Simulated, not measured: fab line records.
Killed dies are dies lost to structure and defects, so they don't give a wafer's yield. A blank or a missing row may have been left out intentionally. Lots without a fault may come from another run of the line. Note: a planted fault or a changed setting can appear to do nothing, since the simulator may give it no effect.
Comparing a struck lot with a sound one :: flow gf180mcu :: 15 steps out of a route of 602
Sound: wafers L722.1, L722.3, L722.6. The struck wafers were L727.1, L727.2, L727.4. The cause is named last.
At each step with rows: each side's tool, then ch and its chambers, then its first start. Under that, the readings that differ: sound wafers :: struck wafers :: difference of the means :: sigmas: that difference in standard deviations of wafers without a fault.
alike: a reading whose means differ by less than 2 such deviations, as well as words and numbers matching on both sides. not compared: withheld readings; readings where some wafer has no value; bounds like >300 that might hide an equal value; numbers whose values overlap and for which the record gives no deviation.
Wherever a step has rows on one side only, a row that says differs or no value, or a row with sigmas, the two part there. Non-overlapping numbers with no deviation appear without sigmas and do not part them. A reading that every wafer of one side lacks parts them only if that side has two wafers or more.

first, 1 step without rows for these wafers: GF_TOP_METAL_CLEAN_19 (cleans in DIW).
GF_PASSIVATION_CVD_00: deposits SiO2 from TEOS, target thk 1000 nm, time 111.95 s.
  sound on pecvd-02 ch 0,2, day 32 03:31; struck on pecvd-03 ch 0,1, day 33 07:26
  alike: heater_power_outer_w, heater_power_w, susceptor_temp_C
GF_PASSIVATION_THK_MEAS_01:
  sound: film_metro-01 at day 32 03:35; struck: film_metro-04 at day 33 07:31
  alike: PASSIVATION_CVD_00_THK
GF_PASSIVATION_CVD_02: deposits Si3N4, target thk 700 nm, time 486.18 s.
  sound on pecvd-03 ch 0,2, day 32 03:39; struck on pecvd-02 ch 0,2, day 33 07:35
  alike: heater_power_outer_w, heater_power_w, susceptor_temp_C
GF_PASSIVATION_THK_MEAS_03:
  sound: film_metro-01 at day 32 03:56; struck: film_metro-04 at day 33 07:52
  alike: PASSIVATION_CVD_02_THK
then, 7 steps without rows for these wafers: GF_PASSIVATION_DEHYDRATE_04 (time 60 s); GF_PASSIVATION_HMDS_05 (prime time 60 s); GF_PASSIVATION_COAT_06 (resist thk 4000 nm); GF_PASSIVATION_SOFTBAKE_07; GF_PASSIVATION_EXPOSE_08 (exposes mask Pad, target cd 40000 nm); GF_PASSIVATION_PEB_09; GF_PASSIVATION_DEVELOP_10 (develop time 60 s).
GF_PASSIVATION_ETCH_11: etches the open film in CF4/O2, stops on TiN, target depth 1800 nm, time 400 s.
  sound on rie_diel-03 ch 1,2,3, day 32 20:48; struck on rie_diel-02 ch 0,2,3, day 33 23:29
reading: oes_product_au (a.u.)
sound: 0.950 0.960 0.953
struck: 0.886 0.896 0.895
difference: -0.062
sigmas: -8

reading: throttle_valve_pct (%)
sound: 5.956 5.957 5.953
struck: 5.936 5.926 5.942
difference: -0.021
sigmas: -2

reading: model.PASSIVATION.feature_depth_nm (nm)
sound: 1671 1690 1708
struck: 1481 1505 1506
difference: -192
sigmas: 

reading: model.etch.depth_nm (nm)
sound: 1671 1690 1708
struck: 1481 1505 1506
difference: -192
sigmas: 

reading: model.coat_of_PASSIVATION_COAT_06.thk_nm (nm)
sound: 2817 2800 2804
struck: 3012 2995 2990
difference: +192
sigmas: 
  alike: drypump_motor_current_A
  not compared: rf_hours_counter_h
GF_PASSIVATION_STRIP_12: strips in O2/N2.
  sound on plasma_asher-01 ch 0,1, day 32 21:02; struck on plasma_asher-02 ch 0,1, day 33 23:43
reading: drypump_motor_current_A (A)
sound: 5.2 5.2 5.4
struck: 5.8 6.3 6.3
difference: +0.9
sigmas: +2

reading: strip_time_to_endpoint_s (s)
sound: 34.97 34.79 34.82
struck: 37.22 37.02 36.95
difference: +2.20
sigmas: +11
  alike: heater_power_w, n2_flow_sccm, oes_product_au
  not compared: rf_hours_counter_h
then, 1 step without rows for these wafers: GF_PASSIVATION_ANNEAL_13 (time 1800 s).

## WHERE THEY PART
First at GF_PASSIVATION_ETCH_11; last, within this record, at GF_PASSIVATION_STRIP_12.

WHY: whatever the simulator had introduced
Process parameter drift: rie_diel-02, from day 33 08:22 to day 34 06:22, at GF_PASSIVATION_ETCH_11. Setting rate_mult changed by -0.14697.
